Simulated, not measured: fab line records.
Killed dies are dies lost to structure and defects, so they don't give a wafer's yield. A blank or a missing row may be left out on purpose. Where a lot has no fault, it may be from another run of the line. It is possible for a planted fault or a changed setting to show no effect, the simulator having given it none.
Comparing a struck lot with a sound one    flow sky130    15 out of 708 route steps
Sound: wafers L608.1, L608.4, L608.5. Wafers L622.1, L622.4, L622.6 were the ones struck. Last of all comes the cause.
At each step with rows: each side's tool, then ch and its chambers, then its first start. Under that, the readings that differ: sound wafers    struck wafers    difference of the means    sigmas: that difference in standard deviations of wafers without a fault.
alike: readings with means less than 2 such deviations apart, plus words and numbers identical on both sides. not compared: withheld readings, readings lacking a value on some wafer, bounds such as >300 that could conceal the same value, and numbers that have no deviation in the record and whose values overlap.
Wherever a step has rows on one side only, a row that says differs or no value, or a row with sigmas, the two part there. Non-overlapping numbers with no deviation appear without sigmas and do not part them. A reading missing from all wafers of one side parts the sides only when that side holds two or more wafers.

SKY_CONTACT_ETCH_17: etches SiO2 in C4F8/O2/Ar, stops on Si3N4, target depth 340 nm.
  sound on rieDiel-02 ch 0,1,3, day 31 15:38; struck on rieDiel-02 ch 1,3, day 36 04:08
  alike: oesProductAu
then, 6 steps without rows for these wafers: SKY_CONTACT_ETCH_18 (etches Si3N4 in CHF3/O2, stops on TiN, time 39 s, target depth 75 nm); SKY_CONTACT_STRIP_19 (strips in O2/N2); SKY_CONTACT_STRIP_20 (strips in post etch residue remover, time 1200 s); SKY_CONTACT_CLEAN_21 (cleans in IPA, time 180 s); SKY_CONTACT_CLEAN_22 (cleans in O3/DIW); SKY_CONTACT_SPUTTER_23 (material TiN, target thk 20 nm, time 80 s).
SKY_CONTACT_CVD_24: deposits W, target thk 340 nm, time 102.12 s.
  sound on cvdW-01 ch 0,1, day 31 16:23; struck on cvdW-01 ch 1, day 36 04:53
  alike: heaterPowerW
SKY_CONTACT_RS_MEAS_25: the measuring method here is four-point-probe.
  struck on filmMetro-02, day 36 05:06; sound on filmMetro-03, day 31 16:29
  alike: CONTACT_W_RS
SKY_CONTACT_THK_MEAS_26: measures by xrf.
  struck on filmMetro-02, day 36 05:13; sound on filmMetro-03, day 31 16:37
  alike: CONTACT_W_THK
SKY_CONTACT_CMP_27: polishes, stops on SiO2, t overpolish 15 s, target thk 0 nm.
  sound on cmp-01 ch 0,2, day 31 16:40; struck on cmp-02 ch 0,2, day 36 05:20
reading              sound     struck    difference  sigmas
timeToEndpointS (s)  78 76 82  86 83 89  +7          +2
  alike: edgeZonePressureFrac, headPressurePsi, motorCurrentA, overpolishRunS, retainingRingPressureFrac, slurryFlowMlMin
SKY_METAL1_SPUTTER_00: material Ti, target thk 15 nm, time 10 s.
  struck on pvdSputter-01, day 36 05:35; sound on pvdSputter-03, day 31 16:58
  alike: chamberPressurePa, throttleValvePct
SKY_METAL1_SPUTTER_01: material TiN, target thk 20 nm, time 16.7 s.
  struck on pvdSputter-01, day 36 05:37; sound on pvdSputter-03, day 31 16:59
reading                 sound                 struck                difference  sigmas
chamberPressurePa (Pa)  0.3998 0.3985 0.4011  0.4348 0.4338 0.4338  +0.0343     +43
throttleValvePct (%)    30.3 31.5 29.5        27.3 29.1 28.5        -2.1        -2
SKY_METAL1_SPUTTER_02: material AlCu, target thk 250 nm, time 13.3 s.
  struck on pvdSputter-01, day 36 05:38; sound on pvdSputter-03, day 31 17:01
  alike: chamberPressurePa, throttleValvePct
SKY_PAD_OPEN_PROBE_99:
  rows exist in the record for the sound wafers here (prober-01, day 45 18:46), none for the struck ones

## WHERE THEY PART
At SKY_CONTACT_CMP_27 first; at SKY_PAD_OPEN_PROBE_99 last (within this record only).

WHY: what the simulator had put in
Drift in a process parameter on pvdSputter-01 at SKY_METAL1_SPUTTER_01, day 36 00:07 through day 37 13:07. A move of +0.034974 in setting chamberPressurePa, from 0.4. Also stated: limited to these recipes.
